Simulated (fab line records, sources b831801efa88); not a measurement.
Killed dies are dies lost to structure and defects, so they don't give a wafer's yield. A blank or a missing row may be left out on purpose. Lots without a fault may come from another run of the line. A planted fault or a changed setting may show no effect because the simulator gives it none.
Which tool did it? | flow gf180mcu | 13 lots, 39 wafers sampled, at 4 steps of a route of 602

WHAT THE GAUGES READ, wafer by wafer
GF_SAB_OVL_MEAS_10.
lot  | measured     | on         | SAB_OVL (nm)
L493 | day 15 13:04 | overlay-01 | 0.5 0.0 0.3
L495 | day 16 00:52 | overlay-01 | 0.0 -2.2 -0.6
L496 | day 16 10:27 | overlay-02 | -1.5 -2.5 -2.1
L500 | day 17 23:37 | overlay-01 | 0.7 -0.7 -0.4
L502 | day 18 18:51 | overlay-01 | -0.7 1.7 1.1
L504 | day 19 18:43 | overlay-01 | 0.6 2.2 2.1
L507 | day 20 15:37 | overlay-01 | -1.4 -0.1 -1.0
L508 | day 20 22:07 | overlay-01 | -2.0 -0.9 -1.4
L509 | day 21 10:37 | overlay-01 | -0.2 1.0 -0.1
L511 | day 22 01:16 | overlay-02 | -1.9 -1.1 -1.1
L512 | day 22 06:15 | overlay-02 | -0.1 -1.9 0.5
L513 | day 22 17:24 | overlay-01 | 2.0 -0.2 0.7
L514 | day 23 01:46 | overlay-01 | 0.3 0.9 0.0

GF_CONTACT_THK_MEAS_01.
lot  | measured     | on            | CONTACT_CVD_00_THK (nm)
L493 | day 15 14:07 | film_metro-04 | 294 297 298
L495 | day 16 01:51 | film_metro-02 | 293 299 302
L496 | day 16 11:26 | film_metro-04 | 297 304 298
L500 | day 18 00:34 | film_metro-04 | 297 293 302
L502 | day 18 19:49 | film_metro-04 | 292 304 293
L504 | day 19 19:41 | film_metro-01 | 298 300 295
L507 | day 20 16:34 | film_metro-04 | 301 305 295
L508 | day 20 23:04 | film_metro-04 | 306 296 299
L509 | day 21 11:35 | film_metro-04 | 295 302 297
L511 | day 22 02:13 | film_metro-04 | 301 296 303
L512 | day 22 07:11 | film_metro-02 | 295 296 295
L513 | day 22 18:20 | film_metro-02 | 299 295 301
L514 | day 23 02:51 | film_metro-04 | 305 295 294

WHICH TOOL RAN EACH LOT (tool, then ch and the chambers of the sampled wafers, then the start)
lot  | GF_NWELL_COAT_02                 | GF_NWELL_STRIP_10
L493 | litho_track-01 ch 0, day 3 06:47 | plasma_asher-01 ch 0,1, day 3 14:11
L495 | litho_track-03 ch 0, day 3 16:24 | plasma_asher-04 ch 0,1, day 3 23:05
L496 | litho_track-03 ch 0, day 3 22:03 | plasma_asher-01 ch 0, day 4 05:26
L500 | litho_track-03 ch 0, day 4 20:24 | plasma_asher-01 ch 0, day 5 03:53
L502 | litho_track-03 ch 0, day 5 05:48 | plasma_asher-04 ch 0,1, day 5 13:23
L504 | litho_track-03 ch 0, day 5 18:18 | plasma_asher-04 ch 0,1, day 6 02:32
L507 | litho_track-01 ch 0, day 6 10:33 | plasma_asher-01 ch 0,1, day 6 19:26
L508 | litho_track-02 ch 0, day 6 14:39 | plasma_asher-04 ch 0,1, day 6 22:58
L509 | litho_track-02 ch 0, day 6 22:21 | plasma_asher-03 ch 0,1, day 7 06:25
L511 | litho_track-01 ch 0, day 7 08:48 | plasma_asher-03 ch 0,1, day 7 16:56
L512 | litho_track-02 ch 0, day 7 11:42 | plasma_asher-03 ch 0,1, day 7 20:29
L513 | litho_track-02 ch 0, day 7 16:15 | plasma_asher-03 ch 0, day 8 00:53
L514 | litho_track-02 ch 0, day 8 02:18 | plasma_asher-04 ch 0,1, day 8 10:41
- GF_NWELL_COAT_02: resist thk 3000 nm.
- GF_NWELL_STRIP_10: strips in O2/N2.

WHAT THE TOOLS THEMSELVES READ (means of the sampled wafers that have a number; where no wafer has one, the mark that the record gives instead)
GF_NWELL_COAT_02.
lot  | tool           | exhaust_pa (Pa)
L493 | litho_track-01 | 45.8
L495 | litho_track-03 | 45.7
L496 | litho_track-03 | 44.8
L500 | litho_track-03 | 44.7
L502 | litho_track-03 | 45.8
L504 | litho_track-03 | 45.5
L507 | litho_track-01 | 45.6
L508 | litho_track-02 | 44.6
L509 | litho_track-02 | 44.7
L511 | litho_track-01 | 45.7
L512 | litho_track-02 | 45.6
L513 | litho_track-02 | 45.3
L514 | litho_track-02 | 45.1

GF_NWELL_STRIP_10.
lot  | tool            | drypump_motor_current_A (A) | heater_power_w (W) | oes_product_au (a.u.) | strip_time_to_endpoint_s (s)
L493 | plasma_asher-01 | 5.3                         | 319                | 0.721                 | 36.89
L495 | plasma_asher-04 | 5.0                         | 332                | 0.722                 | 37.08
L496 | plasma_asher-01 | 4.8                         | 342                | 0.722                 | 37.16
L500 | plasma_asher-01 | 4.7                         | 336                | 0.723                 | 37.07
L502 | plasma_asher-04 | 5.2                         | 320                | 0.718                 | 26.89
L504 | plasma_asher-04 | 5.1                         | 335                | 0.714                 | 26.77
L507 | plasma_asher-01 | 5.0                         | 330                | 0.724                 | 36.91
L508 | plasma_asher-04 | 5.2                         | 318                | 0.724                 | 37.08
L509 | plasma_asher-03 | 6.2                         | 331                | 0.726                 | 37.04
L511 | plasma_asher-03 | 6.2                         | 333                | 0.725                 | 37.03
L512 | plasma_asher-03 | 6.2                         | 331                | 0.722                 | 36.97
L513 | plasma_asher-03 | 6.4                         | 400                | 0.723                 | 36.92
L514 | plasma_asher-04 | 5.2                         | 321                | 0.719                 | 36.89

THE ANSWER, worked out from the rows above alone
Rule: what is usual is taken from the lots themselves. Put in order of their means at a reading, lots are off if they are a third of the lots or fewer, leave a main group of 4 or more, and stand apart from it by a gap of 3 or more times the standard deviation of the main group's means; of several such gaps the widest counts. A main group whose means are all the same, to the digits that the tables above print for the reading, isn't used. A lot without any number at a reading at which 4 lots or more have one is off too. The other lots that the step has rows for count as sound. The gauges are gone through in route order, then the tools' own readings, and for those a lot's mean is taken as printed above. The first step at which some lot is off is used, and at that step the reading that is off furthest; a lot without a number counts as furthest.
Off: L502, L504, at GF_NWELL_STRIP_10 (strip_time_to_endpoint_s). The main group: mean 37.00 s, standard deviation 0.088.
A tool fits if, at that step or a process step before it, it ran every lot that is off, and no sound lot after the first of them. One fits: litho_track-03 at GF_NWELL_COAT_02. Its last sound lot is L500 (day 4 20:24), its first lot that is off L502 (day 5 05:48): a fault that began between those two fits.

WHAT THE SIMULATOR HAD PUT IN
Process parameter drift: litho_track-03, from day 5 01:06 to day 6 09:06, at GF_NWELL_COAT_02. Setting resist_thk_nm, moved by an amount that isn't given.
Lots struck among those shown: L502, L504. The rule above found the same.
